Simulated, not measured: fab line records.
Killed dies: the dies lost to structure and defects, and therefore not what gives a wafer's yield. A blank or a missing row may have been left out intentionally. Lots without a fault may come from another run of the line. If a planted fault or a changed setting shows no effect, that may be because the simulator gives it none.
The tool behind it: which one? -- flow gf180mcu -- 36 wafers from 12 lots sampled at 3 of the route's 602 steps

## WHAT EACH GAUGE READ, for each wafer
GF_POLY_GATE_THK_MEAS_17.
lot,measured,on,POLY_GATE_OXIDATION_THK (nm)
L414,day 9 10:46,film_metro-02,4.00 4.07 4.05
L415,day 9 13:53,film_metro-02,4.02 4.06 4.05
L417,day 9 23:55,film_metro-01,3.88 3.88 3.92
L419,day 10 15:28,film_metro-03,4.01 3.94 4.03
L420,day 11 05:46,film_metro-02,4.10 4.02 4.06
L421,day 11 14:32,film_metro-03,4.05 4.06 4.12
L423,day 12 01:46,film_metro-01,4.01 3.92 3.92
L426,day 12 23:32,film_metro-02,4.17 4.12 4.21
L429,day 14 03:46,film_metro-02,4.00 3.98 3.99
L431,day 14 12:19,film_metro-02,3.99 4.07 4.07
L434,day 15 03:08,film_metro-03,3.93 3.85 3.98
L437,day 16 01:38,film_metro-02,4.06 4.03 4.14

GF_HV_LDD_CD_MEAS_31 targets a cd of 400 nm.
lot,measured,on,cd_nm (nm)
L414,day 11 19:10,cd_sem-02,402.7 405.0 404.1
L415,day 11 20:54,cd_sem-02,401.7 402.8 403.9
L417,day 12 08:17,cd_sem-01,398.5 398.8 396.2
L419,day 13 00:53,cd_sem-01,402.3 398.1 401.3
L420,day 13 16:50,cd_sem-02,397.8 402.8 402.0
L421,day 14 02:52,cd_sem-02,402.2 400.1 401.4
L423,day 14 14:19,cd_sem-02,401.5 401.6 401.5
L426,day 15 12:25,cd_sem-01,338.9 337.4 337.9
L429,day 16 20:50,cd_sem-01,336.8 337.6 336.1
L431,day 17 07:59,cd_sem-01,402.7 401.2 402.5
L434,day 17 23:09,cd_sem-01,400.7 401.5 398.8
L437,day 18 23:20,cd_sem-02,398.0 399.2 400.3

## TOOL THAT RAN EACH LOT (tool first, then ch and the chambers of the sampled wafers, then the start)
lot,GF_HV_LDD_EXPOSE_28
L414,"iline_stepper-01 ch 0, day 11 09:40"
L415,"iline_stepper-02 ch 0, day 11 11:35"
L417,"iline_stepper-02 ch 0, day 11 22:50"
L419,"iline_stepper-01 ch 0, day 12 16:10"
L420,"iline_stepper-02 ch 0, day 13 07:03"
L421,"iline_stepper-01 ch 0, day 13 16:37"
L423,"iline_stepper-02 ch 0, day 14 04:10"
L426,"iline_stepper-02 ch 0, day 15 02:50"
L429,"iline_stepper-02 ch 0, day 16 09:34"
L431,"iline_stepper-01 ch 0, day 16 21:10"
L434,"iline_stepper-01 ch 0, day 17 11:55"
L437,"iline_stepper-01 ch 0, day 18 11:35"
- GF_HV_LDD_EXPOSE_28: exposes mask Nplus HV AREA, target cd 400 nm.

## AS READ BY THE TOOLS THEMSELVES (means over the sampled wafers that have a number; for cases with no such wafer, the mark the record gives instead)
GF_HV_LDD_EXPOSE_28.
lot,tool,exposure_dose_mJ_cm2
L414,iline_stepper-01,140.04
L415,iline_stepper-02,140.00
L417,iline_stepper-02,140.28
L419,iline_stepper-01,139.95
L420,iline_stepper-02,140.00
L421,iline_stepper-01,139.95
L423,iline_stepper-02,140.02
L426,iline_stepper-02,112.23
L429,iline_stepper-02,112.07
L431,iline_stepper-01,140.13
L434,iline_stepper-01,139.91
L437,iline_stepper-01,139.81

## THE ANSWER, worked out from the rows above alone
Rule: what is usual is taken from the lots themselves. Put in order of their means at a reading, lots are off if they are a third of the lots or fewer, leave a main group of 4 or more, and stand apart from it by a gap of 3 or more times the standard deviation of the main group's means; of several such gaps the widest counts. A main group whose means are all the same, to the digits that the tables above print for the reading, isn't used. Also off: a lot with no number at a reading for which 4 or more lots have one. The other lots that the step has rows for count as sound. Order of review: gauges by route order, followed by the tools' own readings, for which a lot's mean as printed above is used. The first step at which some lot is off is used, and at that step the reading that is off furthest; a lot without a number counts as furthest.
Off: L426, L429 (GF_HV_LDD_CD_MEAS_31, cd_nm). Mean 401.0 nm and standard deviation 1.7 in the main group.
A tool fits if, at a process step before that reading, it ran every lot that is off, and no sound lot after the first of them. Not tried: the gauges at GF_HV_LDD_CD_MEAS_31; whatever is off there is also off at GF_HV_LDD_EXPOSE_28, on other tools, and gauge error can't account for it. One fits: iline_stepper-02 at GF_HV_LDD_EXPOSE_28. Its last sound lot is L423 (day 14 04:10), its first lot that is off L426 (day 15 02:50): a fault that began between those two fits.
The tool's own readings at GF_HV_LDD_EXPOSE_28 bear it out: on the lots that are off they differ by more than 5 times the standard deviation of the sound lots' means. exposure_dose_mJ_cm2 reads 112.15 there against 140.01 on the sound lots.

## WHAT HAD BEEN PUT IN BY THE SIMULATOR
Process parameters drifting: iline_stepper-02 at GF_HV_LDD_EXPOSE_28, beginning at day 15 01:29. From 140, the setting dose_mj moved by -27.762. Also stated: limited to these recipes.
Lots struck among those shown: L426, L429. This agrees with what the rule above found.
